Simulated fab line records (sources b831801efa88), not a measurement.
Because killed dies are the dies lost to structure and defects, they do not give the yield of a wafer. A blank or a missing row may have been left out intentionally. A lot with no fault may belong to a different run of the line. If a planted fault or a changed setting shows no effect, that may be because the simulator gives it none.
Problem report, 8D (eight disciplines) form, completed by code	flow gf180mcu	the parts of the form that need people (team, actions taken, sign-off) are left out

1. THE ISSUE
Across 6 wafers from 2 lots, NWELL_RS at GF_VT_IMPLANT_RS_MEAS_47 averages 475.1 ohm/sq, while fault-free wafers read 487.7 ohm/sq with a standard deviation of 1.3. That puts it -9.7 standard deviations away from the usual mean.
The step: measures by four-point-probe.
First observed at day 13 02:33: wafer L115.1, on film metro-03. At this step, 36 wafers from 12 lots have a number in the record. By rule, "out" or "out of limits" means more than 4 standard deviations away from the usual mean. Any other wafer with a number is counted as sound.

2. WHAT IT IS, WHAT IT ISN'T
question	is	is not
which readings at this step	NWELL_RS	-
which lots	L115, L117	L100, L102, L104, L105, L106, L109, L114, L116, L118, L998
which wafers of those lots	all that have a number	-
read on which gauges	film metro-03	film metro-01, film metro-02
when	from day 13 02:33	up to then (24 sound wafers); but 6 sound wafers of L116, L118 came after

3. THE SUSPECTS, EACH WITH WHAT RULES IT OUT
Counting: a tool stays on the suspect list if, at a process step up to the reading, it processed all lots that are out and no sound lot following the first of them.
- the gauge at GF_VT_IMPLANT_RS_MEAS_47 is ruled out. All the wafers that are out were read on film metro-03, but those of them that GF_NWELL_IMPLANT_09 has rows for are out there too, on other tools.
- implanter-04 at GF_NWELL_IMPLANT_09: kept. It ran every lot that is out, first L115 (day 7 21:32), and no sound lot after that; its last sound lot up to then is L109 (day 6 12:42). On those wafers its own readings are out: beam on s, faraday current uA.
Remaining after the count: implanter-04 at GF_NWELL_IMPLANT_09.

4. THE CAUSE (what the simulator had put in)
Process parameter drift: implanter-04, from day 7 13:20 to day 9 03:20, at GF_NWELL_IMPLANT_09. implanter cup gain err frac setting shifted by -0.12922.
This tool alone remained once counting was done.

5. THE EFFECT CHAIN, in route order
Rows list readings where the struck wafers' mean (over those with a number) sits beyond 3 standard deviations from the usual. Only readings for which the record gives a usual standard deviation are gone through. hours: the time from each lot's start at the first step in this table that gives one to its start at this step, as a median over the lots. sigmas: the change in usual standard deviations.
hours	step	reading	usual	on struck wafers	change	sigmas
0	GF_NWELL_IMPLANT_09	beam on s	9.99 s	11.42	+1.43	+6.8
0	GF_NWELL_IMPLANT_09	faraday current uA	22.6	19.8	-2.9	-6.2
128	GF_VT_IMPLANT_RS_MEAS_47	NWELL_RS	487.7 ohm/sq	475.1	-12.6	-9.7
Its process steps:
- GF_NWELL_IMPLANT_09

6. HOW IT WOULD HAVE BEEN CAUGHT EARLIER
The first out-of-limits reading at a measuring or inspecting step in this record came at day 13 02:33, 133 hours after the fault's start at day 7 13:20.
At GF_NWELL_IMPLANT_09, the tool's own readings (beam on s, faraday current uA) were out on each struck wafer the step has a row for, so an alarm limit on them would have fired on the first such wafer.
By day 13 02:33, every lot that is out (2) had started GF_NWELL_IMPLANT_09 on implanter-04. Had the tool been put on hold then, not one of them would have been saved.
